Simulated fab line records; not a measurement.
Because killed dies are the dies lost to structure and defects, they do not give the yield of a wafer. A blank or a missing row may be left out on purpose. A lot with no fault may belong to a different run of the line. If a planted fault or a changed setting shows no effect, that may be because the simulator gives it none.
Shared-tool check    flow sky130    Lots sampled 12, wafers sampled 42

== THE REASON FOR OPENING IT ==
2 of 12 lots carry a flag on the reading NWELL_2_TW at SKY_NWELL_TW_MEAS_26. Wafers without a fault read 497, standard deviation 6.4.
Rule: flag the lot when none of its wafers has a number, or when each of its wafers that has one lies beyond 4 standard deviations from that mean. The other lots count as sound.

lot   measured      on            NWELL_2_TW, wafer by wafer  flag
L873  day 5 13:40   filmMetro-03  489 490 490                 
L874  day 6 00:25   filmMetro-02  507 507 508                 
L876  day 6 11:27   filmMetro-01  492 489 494                 
L878  day 6 19:50   filmMetro-03  490 488 491                 
L884  day 8 08:33   filmMetro-02  827 825 825 825 826 823     FLAGGED
L885  day 8 14:50   filmMetro-02  823 825 823 823 824 825     FLAGGED
L889  day 9 17:07   filmMetro-02  506 506 508                 
L891  day 10 00:32  filmMetro-01  493 492 494                 
L893  day 10 13:49  filmMetro-03  495 495 492                 
L894  day 11 03:15  filmMetro-03  494 491 492                 
L895  day 11 04:10  filmMetro-02  510 509 510                 
L896  day 11 10:20  filmMetro-01  491 488 489                 
The mean of the flagged lots' numbers is 824, +328 from the usual (+51 standard deviations).

== WHICH TOOL RAN EACH LOT ==
The record holds 2 process steps before the reading, out of a route of 708 steps. Each cell gives the tool, then ch followed by the chambers the sampled wafers passed through, then the start.
lot   flag     SKY_FIELD_ISO_ETCH_15             SKY_NWELL_IMPLANT_24
L873           rieDiel-04 ch 0,1,3, day 2 07:25  implanter-03 ch 0, day 5 13:26
L874           rieDiel-02 ch 0,1, day 2 14:10    implanter-02 ch 0, day 6 00:12
L876           rieDiel-03 ch 0,3, day 2 21:38    implanter-02 ch 0, day 6 11:12
L878           rieDiel-02 ch 0,1, day 3 06:53    implanter-03 ch 0, day 6 19:36
L884  FLAGGED  rieDiel-04 ch 0,1,2, day 4 14:55  implanter-03 ch 0, day 8 08:18
L885  FLAGGED  rieDiel-03 ch 1,3, day 4 21:12    implanter-03 ch 0, day 8 14:35
L889           rieDiel-02 ch 0,2,3, day 5 19:16  implanter-04 ch 0, day 9 16:54
L891           rieDiel-02 ch 1,2, day 6 03:40    implanter-02 ch 0, day 10 00:20
L893           rieDiel-04 ch 0,2, day 6 13:01    implanter-04 ch 0, day 10 13:36
L894           rieDiel-02 ch 0,1,2, day 6 19:40  implanter-04 ch 0, day 11 03:00
L895           rieDiel-03 ch 0,2,3, day 7 01:07  implanter-03 ch 0, day 11 03:56
L896           rieDiel-03 ch 0,1,3, day 7 07:07  implanter-04 ch 0, day 11 10:06
What these steps do:
- SKY_FIELD_ISO_ETCH_15: etches the open film in CHF3/O2, stops on Si, target depth 180 nm, time 72 s.
- SKY_NWELL_IMPLANT_24
- SKY_NWELL_TW_MEAS_26

== FLAGGED AGAINST TOTAL, ONE TOOL AT A TIME (gauges that did the reading follow at the end) ==
step                   tool          lots run  flagged  share of the flagged lots  sound lots run after its first flagged lot
SKY_FIELD_ISO_ETCH_15  rieDiel-02    5         0        none                       -
SKY_FIELD_ISO_ETCH_15  rieDiel-03    4         1        some                       2 (L895,L896)
SKY_FIELD_ISO_ETCH_15  rieDiel-04    3         1        some                       1 (L893)
SKY_NWELL_IMPLANT_24   implanter-02  3         0        none                       -
SKY_NWELL_IMPLANT_24   implanter-03  5         2        all                        1 (L895)
SKY_NWELL_IMPLANT_24   implanter-04  4         0        none                       -
SKY_NWELL_TW_MEAS_26   filmMetro-01  3         0        none                       -
SKY_NWELL_TW_MEAS_26   filmMetro-02  5         2        all                        2 (L889,L895)
SKY_NWELL_TW_MEAS_26   filmMetro-03  4         0        none                       -

== WHAT THE TABLE PERMITS ==
In 2 table rows, all flagged lots were run: implanter-03 (SKY_NWELL_IMPLANT_24), filmMetro-02 (SKY_NWELL_TW_MEAS_26).
- implanter-03 at SKY_NWELL_IMPLANT_24: 2 of its 5 lots flagged. Sound lots followed the first flagged one (L895) on it, something a lasting fault affecting the whole tool could not allow. Its own readings (doseIonsCm2, faradayCurrentUA) fall more than 4 standard deviations out on all wafers of the flagged lots.
- filmMetro-02 at SKY_NWELL_TW_MEAS_26: 2 of its 5 lots flagged. Sound lots followed the first flagged one (L889, L895) on it, something a lasting fault affecting the whole tool could not allow.
Every row of the table either missed a flagged lot or ran a sound lot after the first.

== WHAT HAD BEEN PUT IN BY THE SIMULATOR ==
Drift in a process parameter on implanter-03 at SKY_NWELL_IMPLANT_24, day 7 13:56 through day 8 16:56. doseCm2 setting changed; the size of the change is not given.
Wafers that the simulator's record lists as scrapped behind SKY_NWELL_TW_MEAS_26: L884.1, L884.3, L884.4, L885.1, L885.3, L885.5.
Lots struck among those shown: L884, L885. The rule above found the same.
